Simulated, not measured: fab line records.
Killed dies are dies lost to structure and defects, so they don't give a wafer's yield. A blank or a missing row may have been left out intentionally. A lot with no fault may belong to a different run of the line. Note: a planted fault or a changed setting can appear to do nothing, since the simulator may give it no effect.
fab line records ; flow sky130
[record] lots = 13; wafers = 39; lastDay = 49
route steps=708 shown FIELD_ISO@15 GATE_OXIDE@189
lots with no fault: from the same line, run without faults
startH: the number of hours between the record's first day and the start of the first shown wafer of the lot ; waitH: hours elapsed since this lot's preceding step ; " unchanged from the row above ; L1.1+2: several wafers, shown together as one row ; - no value, or no start was given ; * or withheld: withheld ; < > ~ a bound
route shown NAME@n: NAME is a module with steps in the file, n the number in the route of the first one ; usual: mean/standard deviation taken from wafers without a fault ; same: alike in all rows ; chamber/n: place in a boat ; sites: each site's reading ; _std_site: standard deviation across them ; _edge_site: inner sites' mean taken away from outer sites' mean ; radiusMm: how far each site lies from the wafer's centre ; mask NAME#n: copy n ; behind: the tool/chamber that last shaped the wafer ; hold: why the lot was held/for how many hours/how that ended ; device: the n, p or np transistor that did not switch ; end of line: at the end of the route, the tests of the same wafers ; a step without rows: its recipe alone ; killed: count of dies lost to structure and defects at first sort (not the wafer's yield) ; map: dies across one wafer; x = killed, . = not, _ = none there
set.NAME: the setting that was run; set.NAME@STEP: the one run at that earlier step ; model.NAME: the simulator's own value behind a step, which no gauge read
one table for each step of the route and one row for each wafer, over a sample of lots
services: a tool's chamber out of use, with start hour (startH, from the record's first day; less than 0 if before it), hours out, and reason
[[steps]]
[step SKY_FIELD_ISO_ETCH_14]
[recipe] chemistry = N2/H2; target = BARC; ionEnergyEv = 200; sourceW = 500; biasW = 100; pressureMtorr = 30; n2FlowSccm = 100; h2FlowSccm = 200; stopOn = SiO2; timeS = 45.9; targetDepthA = 600
[usual] drypumpMotorCurrentA = 5.8/0.48; oesProductAu = 0.855/0.0048; throttleValvePct = 13.226/0.0078
lot.wafer;tool;chamber;startH;waitH;drypumpMotorCurrentA;oesProductAu;rfHoursCounterH;throttleValvePct
L349.3;rieDiel-03;1;29.69;0.1;5.1;0.850;78;13.225
L349.4;rieDiel-03;3;29.69;0.1;5.6;0.856;146;13.223
L349.6;rieDiel-03;0;29.69;0.1;6.1;0.853;-;13.224
L350.2;rieDiel-04;1;33.12;0.1;6.4;0.857;103;13.227
L350.4;rieDiel-04;1;33.12;0.1;6.5;0.852;-;13.244
L350.6;rieDiel-04;0;33.12;0.1;6.6;0.852;-;13.233
L351.1;rieDiel-04;1;39.92;0.1;6.4;0.855;103;13.224
L351.2;rieDiel-04;0;39.92;0.1;6.6;0.853;143;13.230
L351.6;rieDiel-04;3;39.92;0.1;5.3;0.855;-;13.227
L355.2;rieDiel-04;3;61.42;0.1;5.3;0.857;103;13.222
L355.3;rieDiel-04;1;61.42;0.1;6.5;0.846;104;13.209
L355.4;rieDiel-04;1;61.42;0.1;6.4;0.853;-;13.216
L357.1;rieDiel-04;1;71.91;0.1;6.4;0.865;104;13.226
L357.4;rieDiel-04;0;71.91;0.1;6.6;0.863;143;13.217
L357.5;rieDiel-04;3;71.91;0.1;5.3;0.854;-;13.228
L358.1;rieDiel-04;0;75.97;0.1;6.6;0.855;144;13.224
L358.5;rieDiel-04;0;75.97;0.1;6.6;0.856;-;13.226
L358.6;rieDiel-04;1;75.97;0.1;6.4;0.861;-;13.226
L359.2;rieDiel-04;0;80.59;0.1;6.6;0.859;144;13.232
L359.3;rieDiel-04;2;80.59;0.1;5.4;0.857;0;13.218
L359.4;rieDiel-04;3;80.59;0.1;5.3;0.850;104;13.225
L362.2;rieDiel-04;0;96.67;0.1;6.6;0.854;144;13.209
L362.4;rieDiel-04;3;96.67;0.1;5.3;0.848;104;13.211
L362.6;rieDiel-04;3;96.67;0.1;5.3;0.851;-;13.219
L363.2;rieDiel-02;1;101.92;0.1;5.7;0.851;137;13.217
L363.4;rieDiel-02;3;101.92;0.1;5.6;0.852;56;13.235
L363.5;rieDiel-02;1;101.92;0.1;5.7;0.859;-;13.224
L364.2;rieDiel-03;2;106.44;0.1;5.5;0.846;153;13.214
L364.3;rieDiel-03;0;106.44;0.1;6.1;0.852;72;13.224
L364.6;rieDiel-03;3;106.44;0.1;5.6;0.860;-;13.221
L366.2;rieDiel-03;3;117.62;0.1;5.6;0.853;148;13.225
L366.3;rieDiel-03;2;117.62;0.1;5.5;0.853;153;13.230
L366.5;rieDiel-03;1;117.62;0.1;5.1;0.857;-;13.225
L367.3;rieDiel-03;0;122.34;0.1;6.1;0.862;72;13.217
L367.5;rieDiel-03;1;122.34;0.1;5.1;0.863;-;13.220
L367.6;rieDiel-03;0;122.34;0.1;6.1;0.859;-;13.227
L368.1;rieDiel-02;1;128.37;0.1;5.7;0.855;138;13.234
L368.3;rieDiel-02;3;128.37;0.1;5.6;0.858;56;13.216
L368.6;rieDiel-02;2;128.37;0.1;5.8;0.859;-;13.237
[step SKY_FIELD_ISO_STRIP_16]
[recipe] chemistry = O2/N2; powerW = 1400; pressureMtorr = 1500; platenTempC = withheld; o2FlowSccm = 3000; n2FlowSccm = 300; overashFraction = 0.5
[usual] drypumpMotorCurrentA = 5.8/0.42; o2FlowSccm = 3000/8.9; oesProductAu = 0.379/0.0048; stripTimeToEndpointS = 3.594/0.029
lot.wafer;tool;chamber;startH;waitH;drypumpMotorCurrentA;o2FlowSccm;oesProductAu;rfHoursCounterH;stripTimeToEndpointS
L349.3;plasmaAsher-02;1;29.82;0.1;6.1;3004;0.373;-;3.518
L349.4;plasmaAsher-02;0;29.82;0.1;5.8;3000;0.372;-;3.518
L349.6;plasmaAsher-02;1;29.82;0.1;6.1;3000;0.384;-;3.555
L350.2;plasmaAsher-04;1;33.22;0.0;4.9;3005;0.380;37;3.602
L350.4;plasmaAsher-04;0;33.22;0.0;5.8;3000;0.382;-;3.610
L350.6;plasmaAsher-04;1;33.22;0.0;4.9;2992;0.373;-;3.601
L351.1;plasmaAsher-02;1;40.02;0.0;6.1;3007;0.384;36;3.624
L351.2;plasmaAsher-02;0;40.02;0.0;5.8;3007;0.387;36;3.653
L351.6;plasmaAsher-02;1;40.02;0.0;6.1;3003;0.378;-;3.568
L355.2;plasmaAsher-03;1;61.52;0.0;6.3;2999;0.371;37;3.553
L355.3;plasmaAsher-03;0;61.52;0.0;5.5;3011;0.380;-;3.614
L355.4;plasmaAsher-03;1;61.52;0.0;6.4;3006;0.381;-;3.619
L357.1;plasmaAsher-02;0;72.01;0.0;5.8;3004;0.376;38;3.587
L357.4;plasmaAsher-02;0;72.01;0.0;5.8;2997;0.374;-;3.598
L357.5;plasmaAsher-02;1;72.01;0.0;6.1;3018;0.369;-;3.560
L358.1;plasmaAsher-02;1;76.07;0.0;6.1;3004;0.381;39;3.594
L358.5;plasmaAsher-02;0;76.07;0.0;5.8;3004;0.377;-;3.619
L358.6;plasmaAsher-02;1;76.07;0.0;6.1;3003;0.385;-;3.602
L359.2;plasmaAsher-03;0;80.69;0.0;5.6;3004;0.383;40;3.636
L359.3;plasmaAsher-03;0;80.69;0.0;5.6;3013;0.380;-;3.612
L359.4;plasmaAsher-03;1;80.69;0.0;6.3;3004;0.382;-;3.565
L362.2;plasmaAsher-02;1;96.77;0.0;6.0;3009;0.380;41;3.641
L362.4;plasmaAsher-02;1;96.77;0.0;6.0;3007;0.378;-;3.577
L362.6;plasmaAsher-02;1;96.77;0.0;6.0;3011;0.386;-;3.587
L363.2;plasmaAsher-02;1;102.02;0.0;6.0;2983;0.386;42;3.597
L363.4;plasmaAsher-02;0;102.02;0.0;5.8;2999;0.381;-;3.628
L363.5;plasmaAsher-02;0;102.02;0.0;5.8;3015;0.369;-;3.641
L364.2;plasmaAsher-02;1;106.54;0.0;6.0;2991;0.389;42;4.201
L364.3;plasmaAsher-02;0;106.54;0.0;5.8;2999;0.381;-;3.581
L364.6;plasmaAsher-02;1;106.54;0.0;6.1;2996;0.376;-;4.189
L366.2;plasmaAsher-04;1;117.72;0.0;4.9;3001;0.380;43;3.560
L366.3;plasmaAsher-04;0;117.72;0.0;5.8;3006;0.387;-;3.593
L366.5;plasmaAsher-04;0;117.72;0.0;5.8;2997;0.381;-;3.548
L367.3;plasmaAsher-03;1;122.47;0.1;6.3;3012;0.375;-;3.597
L367.5;plasmaAsher-03;0;122.47;0.1;5.6;2988;0.374;-;3.560
L367.6;plasmaAsher-03;1;122.47;0.1;6.3;2994;0.379;-;3.598
L368.1;plasmaAsher-02;0;128.47;0.0;5.8;2998;0.380;1;3.606
L368.3;plasmaAsher-02;0;128.47;0.0;5.8;2980;0.372;-;3.622
L368.6;plasmaAsher-02;1;128.47;0.0;6.0;2998;0.375;-;4.259
[step SKY_FIELD_ISO_THK_MEAS_25]
[recipe] reads = SiO2_of_FIELD_ISO_CVD_24
[usual] FIELD_ISO_CVD_24_THK = 595/4.8
lot.wafer;tool;chamber;startH;waitH;FIELD_ISO_CVD_24_THK[nm]
L349.3;filmMetro-03;-;32.72;0.1;600
L349.4;filmMetro-03;-;32.72;0.1;597
L349.6;filmMetro-03;-;32.72;0.1;607
L350.2;filmMetro-02;-;34.99;0.0;598
L350.4;filmMetro-02;-;34.99;0.0;591
L350.6;filmMetro-02;-;34.99;0.0;588
L351.1;filmMetro-02;-;43.71;0.0;590
L351.2;filmMetro-02;-;43.71;0.0;592
L351.6;filmMetro-02;-;43.71;0.0;597
L355.2;filmMetro-01;-;63.89;0.0;595
L355.3;filmMetro-01;-;63.89;0.0;597
L355.4;filmMetro-01;-;63.89;0.0;596
L357.1;filmMetro-01;-;73.87;0.0;600
L357.4;filmMetro-01;-;73.87;0.0;595
L357.5;filmMetro-01;-;73.87;0.0;595
L358.1;filmMetro-02;-;78.24;0.0;596
L358.5;filmMetro-02;-;78.24;0.0;598
L358.6;filmMetro-02;-;78.24;0.0;599
L359.2;filmMetro-02;-;83.56;0.0;593
L359.3;filmMetro-02;-;83.56;0.0;593
L359.4;filmMetro-02;-;83.56;0.0;593
L362.2;filmMetro-02;-;98.92;0.2;603
L362.4;filmMetro-02;-;98.92;0.2;603
L362.6;filmMetro-02;-;98.92;0.2;599
L363.2;filmMetro-02;-;104.39;0.1;591
L363.4;filmMetro-02;-;104.39;0.1;590
L363.5;filmMetro-02;-;104.39;0.1;591
L364.2;filmMetro-02;-;109.01;0.1;594
L364.3;filmMetro-02;-;109.01;0.1;605
L364.6;filmMetro-02;-;109.01;0.1;598
L366.2;filmMetro-01;-;119.68;0.0;593
L366.3;filmMetro-01;-;119.68;0.0;602
L366.5;filmMetro-01;-;119.68;0.0;597
L367.3;filmMetro-02;-;125.22;0.1;596
L367.5;filmMetro-02;-;125.22;0.1;600
L367.6;filmMetro-02;-;125.22;0.1;596
L368.1;filmMetro-02;-;130.76;0.0;595
L368.3;filmMetro-02;-;130.76;0.0;586
L368.6;filmMetro-02;-;130.76;0.0;590
[step SKY_GATE_OXIDE_THK_MEAS_02]
[recipe] reads = SiO2_of_GATE_OXIDE_OXIDATION_01
[usual] GATE_OXIDE_OXIDATION_00_THK = 10.30/0.24
lot.wafer;tool;chamber;startH;waitH;GATE_OXIDE_OXIDATION_00_THK[nm]
L349.3;filmMetro-04;-;279.96;0.0;10.52
L349.4;filmMetro-04;-;279.96;0.0;10.28
L349.6;filmMetro-04;-;279.96;0.0;10.56
L350.2;filmMetro-02;-;284.98;0.0;10.27
L350.4;filmMetro-02;-;284.98;0.0;10.35
L350.6;filmMetro-02;-;284.98;0.0;10.36
L351.1;filmMetro-03;-;296.69;0.0;10.29
L351.2;filmMetro-03;-;296.69;0.0;10.30
L351.6;filmMetro-03;-;296.69;0.0;10.29
L355.2;filmMetro-04;-;327.26;0.0;10.65
L355.3;filmMetro-04;-;327.26;0.0;10.63
L355.4;filmMetro-04;-;327.26;0.0;10.64
L357.1;filmMetro-04;-;347.67;0.0;10.07
L357.4;filmMetro-04;-;347.67;0.0;9.89
L357.5;filmMetro-04;-;347.67;0.0;10.07
L358.1;filmMetro-03;-;356.58;0.0;10.47
L358.5;filmMetro-03;-;356.58;0.0;10.33
L358.6;filmMetro-03;-;356.58;0.0;10.34
L359.2;filmMetro-03;-;363.87;0.0;9.97
L359.3;filmMetro-03;-;363.87;0.0;10.02
L359.4;filmMetro-03;-;363.87;0.0;9.98
L362.2;filmMetro-03;-;388.44;0.0;10.36
L362.4;filmMetro-03;-;388.44;0.0;10.23
L362.6;filmMetro-03;-;388.44;0.0;10.29
L363.2;filmMetro-04;-;401.81;0.0;9.99
L363.4;filmMetro-04;-;401.81;0.0;9.96
L363.5;filmMetro-04;-;401.81;0.0;10.08
L364.2;filmMetro-02;-;411.56;0.0;10.30
L364.3;filmMetro-02;-;411.56;0.0;10.32
L364.6;filmMetro-02;-;411.56;0.0;10.01
L366.2;filmMetro-04;-;421.12;0.0;10.51
L366.3;filmMetro-04;-;421.12;0.0;10.72
L366.5;filmMetro-04;-;421.12;0.0;10.56
L367.3;filmMetro-02;-;427.96;0.0;10.62
L367.5;filmMetro-02;-;427.96;0.0;10.61
L367.6;filmMetro-02;-;427.96;0.0;10.69
L368.1;filmMetro-04;-;449.73;0.0;10.34
L368.3;filmMetro-04;-;449.73;0.0;10.33
L368.6;filmMetro-04;-;449.73;0.0;10.53
[[services]]
tool;chamber;startH;hours;kind
rieDiel-04;3;26.88;7.2;repair
rieDiel-02;-;45.71;0.5;repair
rieDiel-04;2;46.97;-;clean
rieDiel-04;2;46.97;16.9;scheduledDown
rieDiel-04;2;46.97;16.9;ventCycle
plasmaAsher-02;-;50.92;12.2;repair
rieDiel-03;-;58.36;0.4;repair
plasmaAsher-04;-;62.36;23.2;repair
plasmaAsher-02;-;63.09;2.8;pm
rieDiel-03;-;87.21;0.6;repair
plasmaAsher-02;-;108.75;9.0;pm
plasmaAsher-02;0;108.75;9.0;ventCycle
plasmaAsher-02;1;108.75;9.0;ventCycle
rieDiel-03;1;109.42;2.4;repair
rieDiel-02;-;111.88;0.5;repair
plasmaAsher-02;0;117.75;-;clean
plasmaAsher-02;1;117.75;-;clean
[[key]]
[firstSign] step = SKY_FIELD_ISO_STRIP_16; reading = stripTimeToEndpointS; direction = up; sigmas = 22; usual = *; struck = *
effect none on later readings
metAt SKY_FIELD_ISO_STRIP_16
struckLots L364,L368
struckWafers L364.2,L364.6,L368.6
testerLeftOut L364,L368
notActingAt SKY_FIELD_ISO_ETCH_14,SKY_FIELD_ISO_THK_MEAS_25,SKY_GATE_OXIDE_THK_MEAS_02
onsetBetween 102.02 106.54
[fault] kind = processParameterDrift; tool = plasmaAsher-02; chamber = 1; onsetH = 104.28; steps = SKY_FIELD_ISO_STRIP_16; channel = powerW; offset = *; shape = step; endH = 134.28; actsIn = *; stated = *
// testerLeftOut: of these lots the tester's yield and bins aren't shown, on N5 and GAA mostly nor the transistor test; their killed dies are dies lost to structure and defects alone, not to doping, threshold or leakage, so they don't give the yield
